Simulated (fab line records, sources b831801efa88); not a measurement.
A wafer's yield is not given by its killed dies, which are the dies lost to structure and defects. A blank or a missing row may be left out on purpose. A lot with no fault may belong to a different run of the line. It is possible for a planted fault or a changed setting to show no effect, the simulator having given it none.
Which tool was responsible? + flow gf180mcu + Sampling: 14 lots, 42 wafers, 5 of 602 route steps

## WHAT EACH GAUGE READ, for each wafer
GF_STI_THK_MEAS_04. Usual: STI_CVD_03_THK gives 207.5 nm (standard deviation 1.9).
| lot  | measured    | on           | STI_CVD_03_THK (nm) | flag |
|------|-------------|--------------|---------------------|------|
| L449 | day 1 13:40 | filmMetro-01 | 206.6 207.0 207.5   |      |
| L450 | day 1 19:31 | filmMetro-01 | 208.4 209.8 209.3   |      |
| L451 | day 2 00:28 | filmMetro-01 | 206.7 207.1 207.8   |      |
| L452 | day 2 04:34 | filmMetro-01 | 209.1 208.6 207.4   |      |
| L453 | day 2 11:09 | filmMetro-04 | 205.8 205.5 205.1   |      |
| L454 | day 2 14:37 | filmMetro-04 | 209.2 208.2 209.2   |      |
| L455 | day 2 19:34 | filmMetro-01 | 210.1 210.2 207.8   |      |
| L457 | day 3 05:34 | filmMetro-01 | 203.0 205.1 206.6   |      |
| L459 | day 3 16:49 | filmMetro-04 | 204.4 206.1 205.2   |      |
| L464 | day 4 16:34 | filmMetro-01 | 210.2 211.6 209.9   |      |
| L465 | day 4 21:34 | filmMetro-02 | 205.0 203.7 203.8   |      |
| L466 | day 5 02:34 | filmMetro-01 | 206.1 208.2 206.4   |      |
| L468 | day 5 12:41 | filmMetro-04 | 207.8 207.2 206.7   |      |
| L472 | day 6 08:43 | filmMetro-04 | 204.1 207.7 206.2   |      |

GF_VT_IMPLANT_RS_MEAS_47: measures by four-point-probe. Usual: NWELL_RS gives 487.5 ohm/sq (standard deviation 1.3).
| lot  | measured     | on           | NWELL_RS (ohm/sq) | flag |
|------|--------------|--------------|-------------------|------|
| L449 | day 7 12:15  | filmMetro-01 | 487.4 488.0 488.6 |      |
| L450 | day 7 20:53  | filmMetro-02 | 487.0 487.1 487.0 |      |
| L451 | day 8 03:44  | filmMetro-03 | 486.7 486.6 487.8 |      |
| L452 | day 8 10:03  | filmMetro-02 | 489.7 489.2 488.0 |      |
| L453 | day 8 19:26  | filmMetro-02 | 488.1 487.5 485.4 |      |
| L454 | day 8 21:41  | filmMetro-01 | 486.0 485.5 486.7 |      |
| L455 | day 9 05:05  | filmMetro-03 | 487.5 487.2 486.9 |      |
| L457 | day 9 18:32  | filmMetro-02 | 488.7 487.7 488.2 |      |
| L459 | day 10 12:34 | filmMetro-01 | 485.1 486.1 486.7 |      |
| L464 | day 11 19:51 | filmMetro-02 | 486.7 487.8 485.7 |      |
| L465 | day 11 23:11 | filmMetro-02 | 488.5 486.5 487.7 |      |
| L466 | day 12 06:15 | filmMetro-03 | 486.7 486.2 486.0 |      |
| L468 | day 12 20:49 | filmMetro-01 | 485.7 487.1 487.9 |      |
| L472 | day 14 01:26 | filmMetro-03 | 489.3 488.2 487.8 |      |

GF_DUAL_GATE_OVL_MEAS_11. Usual: DUAL_GATE_OVL gives -0.1 nm (standard deviation 1.4).
| lot  | measured     | on         | DUAL_GATE_OVL (nm) | flag |
|------|--------------|------------|--------------------|------|
| L449 | day 8 05:50  | overlay-01 | 0.0 -1.8 -2.5      |      |
| L450 | day 8 16:13  | overlay-02 | 0.5 -2.0 -0.4      |      |
| L451 | day 8 22:49  | overlay-02 | -1.2 -1.4 -0.7     |      |
| L452 | day 9 04:46  | overlay-02 | -1.2 -2.2 -1.6     |      |
| L453 | day 9 14:22  | overlay-02 | 0.4 -0.5 -0.7      |      |
| L454 | day 9 17:04  | overlay-02 | 3.7 1.5 1.1        |      |
| L455 | day 9 23:58  | overlay-02 | 1.2 0.5 0.9        |      |
| L457 | day 10 15:16 | overlay-02 | -0.5 1.0 1.3       |      |
| L459 | day 11 08:31 | overlay-02 | 0.8 0.8 0.8        |      |
| L464 | day 12 21:46 | overlay-02 | 1.4 -1.1 0.1       |      |
| L465 | day 12 21:40 | overlay-01 | 0.5 -0.6 0.4       |      |
| L466 | day 13 04:19 | overlay-01 | -3.3 -1.5 -1.3     |      |
| L468 | day 13 19:37 | overlay-01 | -1.5 -1.8 -1.6     |      |
| L472 | day 15 01:10 | overlay-01 | -0.3 1.3 1.3       |      |

## WHAT TOOL EACH LOT RAN ON (gives the tool, then ch and the chambers of the sampled wafers, and finally the start)
| lot  | GF_DNWELL_COAT_02               | GF_DNWELL_STRIP_08                 |
|------|---------------------------------|------------------------------------|
| L449 | lithoTrack-03 ch 0, day 2 12:05 | plasmaAsher-04 ch 0,1, day 2 18:40 |
| L450 | lithoTrack-04 ch 0, day 2 19:40 | plasmaAsher-02 ch 0,1, day 3 01:19 |
| L451 | lithoTrack-03 ch 0, day 2 23:07 | plasmaAsher-03 ch 0,1, day 3 05:34 |
| L452 | lithoTrack-02 ch 0, day 3 03:05 | plasmaAsher-02 ch 0,1, day 3 10:25 |
| L453 | lithoTrack-04 ch 0, day 3 10:13 | plasmaAsher-04 ch 1, day 3 16:31   |
| L454 | lithoTrack-04 ch 0, day 3 12:58 | plasmaAsher-02 ch 0,1, day 3 19:58 |
| L455 | lithoTrack-04 ch 0, day 3 18:37 | plasmaAsher-04 ch 0,1, day 4 01:40 |
| L457 | lithoTrack-04 ch 0, day 4 04:52 | plasmaAsher-03 ch 0, day 4 11:49   |
| L459 | lithoTrack-04 ch 0, day 4 17:51 | plasmaAsher-03 ch 0,1, day 5 01:01 |
| L464 | lithoTrack-03 ch 0, day 5 18:14 | plasmaAsher-03 ch 0,1, day 6 02:22 |
| L465 | lithoTrack-04 ch 0, day 5 22:55 | plasmaAsher-04 ch 0,1, day 6 06:49 |
| L466 | lithoTrack-04 ch 0, day 6 03:33 | plasmaAsher-03 ch 0,1, day 6 11:43 |
| L468 | lithoTrack-03 ch 0, day 6 15:50 | plasmaAsher-04 ch 0,1, day 6 23:37 |
| L472 | lithoTrack-03 ch 0, day 7 13:46 | plasmaAsher-02 ch 0,1, day 7 21:52 |
- GF_DNWELL_COAT_02: resist thk 3000 nm.
- GF_DNWELL_STRIP_08: strips in O2/N2.

## WHAT THE TOOLS THEMSELVES READ (means of the sampled wafers that have a number; where no wafer has one, the mark that the record gives instead)
GF_DNWELL_STRIP_08. Usual: chamberPressureMTorr 1500.0 mTorr, standard deviation 1.3; drypumpMotorCurrentA 5.9 A, standard deviation 0.44; heaterPowerW 343 W, standard deviation 30; oesProductAu 0.722 a.u., standard deviation 0.0046; stripTimeToEndpointS 36.93 s, standard deviation 0.12.
| lot  | tool           | chamberPressureMTorr (mTorr) | drypumpMotorCurrentA (A) | heaterPowerW (W) | oesProductAu (a.u.) | stripTimeToEndpointS (s) | flag |
|------|----------------|------------------------------|--------------------------|------------------|---------------------|--------------------------|------|
| L449 | plasmaAsher-04 | 1501.0                       | 5.9                      | 343              | 0.722               | 37.00                    |      |
| L450 | plasmaAsher-02 | 1499.7                       | 6.4                      | 323              | 0.725               | 36.87                    |      |
| L451 | plasmaAsher-03 | 1501.2                       | 5.4                      | 332              | 0.716               | 37.20                    |      |
| L452 | plasmaAsher-02 | 1499.3                       | 6.1                      | 339              | 0.721               | 36.64                    |      |
| L453 | plasmaAsher-04 | 1499.7                       | 6.2                      | 388              | 0.718               | 36.72                    |      |
| L454 | plasmaAsher-02 | 1501.9                       | 6.4                      | 326              | 0.720               | 37.00                    |      |
| L455 | plasmaAsher-04 | 1501.2                       | 5.9                      | 342              | 0.724               | 36.91                    |      |
| L457 | plasmaAsher-03 | 1499.5                       | 5.3                      | 316              | 0.717               | 36.95                    |      |
| L459 | plasmaAsher-03 | 1500.4                       | 5.4                      | 338              | 0.720               | 36.95                    |      |
| L464 | plasmaAsher-03 | 1500.6                       | 5.4                      | 335              | 0.723               | 36.88                    |      |
| L465 | plasmaAsher-04 | 1500.1                       | 6.1                      | 368              | 0.724               | 39.13                    | OFF  |
| L466 | plasmaAsher-03 | 1499.9                       | 5.6                      | 355              | 0.725               | 39.17                    | OFF  |
| L468 | plasmaAsher-04 | 1499.5                       | 6.1                      | 365              | 0.723               | 36.98                    |      |
| L472 | plasmaAsher-02 | 1500.1                       | 6.1                      | 335              | 0.725               | 36.89                    |      |

## THE ANSWER, worked out from the rows above alone
Rule: a lot counts as off when the mean over its wafers that have a number is more than 3 standard deviations away from the usual mean. A lot without any number at a reading at which 4 lots or more have one is off too. Any other lot the step has rows for is counted as sound. The gauges are gone through in route order, then the tools' own readings, and for those a lot's mean is taken as printed above. The first step at which some lot is off is used, and at that step the reading that is off furthest; a lot without a number counts as furthest.
Off: L465, L466 (GF_DNWELL_STRIP_08, stripTimeToEndpointS).
If a tool, at that step or one of the process steps before it, ran each lot that is off and ran no sound lot following the first of them, it fits. One fits: GF_DNWELL_COAT_02 on lithoTrack-04. Its last sound lot is L459 (day 4 17:51), its first lot that is off L465 (day 5 22:55): a fault that began between those two fits.

## WHAT WAS PUT IN BY THE SIMULATOR
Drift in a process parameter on lithoTrack-04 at GF_DNWELL_COAT_02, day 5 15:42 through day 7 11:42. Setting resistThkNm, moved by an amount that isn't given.
Struck lots among those shown: L465, L466. The rule above found the same.
